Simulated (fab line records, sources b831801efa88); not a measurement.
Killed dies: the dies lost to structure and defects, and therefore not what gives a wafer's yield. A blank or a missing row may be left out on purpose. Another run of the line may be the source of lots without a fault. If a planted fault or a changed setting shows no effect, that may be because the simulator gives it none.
Struck lot and sound lot, side by side :: flow sky130 :: 15 out of 708 route steps
Sound: these wafers, L506.3, L506.4, L506.5. Struck: wafers L504.1, L504.4, L504.5. Last of all comes the cause.
At each step with rows: each side's tool, then ch and its chambers, then its first start. Under that, the readings that differ: sound wafers :: struck wafers :: difference of the means :: sigmas: that difference in standard deviations of wafers without a fault.
alike: same words and numbers on both sides, and readings whose means sit less than 2 such deviations apart. not compared: any withheld reading, any reading some wafer has no value for, any bound like >300 that may hide the same value, and any number with overlapping values for which the record gives no deviation.
The two part at a step that has a row with sigmas, a row that says differs or no value, or rows on one side only. Numbers that don't overlap but have no deviation are shown without sigmas and don't part them. Lack of a reading on every wafer of one side parts them only where that side has two or more wafers.

SKY_VIA3_ETCH_14: etches BARC in N2/H2, stops on SiO2, time 45.9 s, target depth 60 nm.
  sound on rieDiel-01 ch 1,3, day 44 04:49; struck on rieDiel-01 ch 1,3, day 43 10:17
  alike: drypumpMotorCurrentA, oesProductAu, throttleValvePct
  not compared: rfHoursCounterH
SKY_VIA3_ETCH_15: etches SiO2 in C4F8/O2/Ar, stops on TiN, target depth 507 nm, time 78 s.
  sound on rieDiel-01 ch 1,3, day 44 04:52; struck on rieDiel-01 ch 1,3, day 43 10:19
  alike: oesProductAu
  not compared: rfHoursCounterH
then, 4 steps without rows for these wafers: SKY_VIA3_STRIP_16 (strips in O2/N2); SKY_VIA3_STRIP_17 (strips in post etch residue remover, time 1200 s); SKY_VIA3_CLEAN_18 (cleans in IPA, time 180 s); SKY_VIA3_CLEAN_19 (cleans in O3/DIW).
SKY_VIA3_SPUTTER_20: material TiN, target thk 20 nm, time 80 s.
  sound on pvdSputter-01 at day 44 05:31; struck on pvdSputter-01 at day 43 10:58
reading: cathodeDcPowerW (W)
sound: 4000.5 4000.3 4001.5
struck: 3998.7 3999.6 3999.2
difference: -1.6
sigmas: -2
  alike: chamberPressurePa, throttleValvePct
then, 1 step without rows for these wafers: SKY_VIA3_CVD_21 (deposits W, target thk 390 nm, time 117.31 s).
SKY_VIA3_RS_MEAS_22: uses a four-point probe to measure.
  sound on filmMetro-02 at day 44 05:45; struck on filmMetro-02 at day 43 11:13
  alike: VIA3_W_RS
SKY_VIA3_THK_MEAS_23: measures by xrf.
  sound on filmMetro-02 at day 44 05:51; struck on filmMetro-02 at day 43 11:20
  alike: VIA3_W_THK
SKY_VIA3_CMP_24: polishes, stops on SiO2, t overpolish 20 s, target thk 0 nm.
  sound on cmp-02 ch 1,3, day 44 05:56; struck on cmp-01 ch 0,2, day 43 11:26
  alike: motorCurrentA, overpolishRunS, timeToEndpointS
SKY_METAL4_SPUTTER_00: material Ti, target thk 15 nm, time 10 s.
  sound on pvdSputter-04 at day 44 06:11; struck on pvdSputter-03 at day 43 11:41
  alike: cathodeDcPowerW, chamberPressurePa, throttleValvePct
SKY_METAL4_SPUTTER_01: material TiN, target thk 20 nm, time 16.7 s.
  sound on pvdSputter-04 at day 44 06:13; struck on pvdSputter-03 at day 43 11:43
  no value came back on the struck wafers for cathodeDcPowerW (W), chamberPressurePa (Pa), throttleValvePct (%); on the sound wafers cathodeDcPowerW (W) reads 6501.0 6502.1 6498.8
then, 1 step without rows for these wafers: SKY_METAL4_SPUTTER_02 (material AlCu, target thk 735 nm, time 39.1 s).
-- the record jumps here: 5 days lie between the struck wafers' starts before and after (it left off in module METAL4 and takes up again in module PAD_OPEN, whose first step shown is number 708 of the route) --
SKY_PAD_OPEN_PROBE_99:
  sound on prober-02 at day 49 16:56; struck on prober-02 at day 48 22:26
reading: model.etest.via3Chain.rcOhm
sound: 9.725 10.46 10.17
struck: 9.249 9.445 9.636
difference: -0.675
sigmas: 

reading: model.etest.met4.lineOhmUm
sound: 0.1401 0.138 0.1419
struck: 0.1517 0.1532 0.1525
difference: +0.0125
sigmas: 

reading: model.etest.met4.rsOhmSq
sound: 0.04205 0.04137 0.04206
struck: 0.04528 0.04569 0.04555
difference: +0.00368
sigmas: 

WHERE THEY PART
First at SKY_VIA3_SPUTTER_20; last, within this record, at SKY_METAL4_SPUTTER_01.

WHY: what had been put in by the simulator
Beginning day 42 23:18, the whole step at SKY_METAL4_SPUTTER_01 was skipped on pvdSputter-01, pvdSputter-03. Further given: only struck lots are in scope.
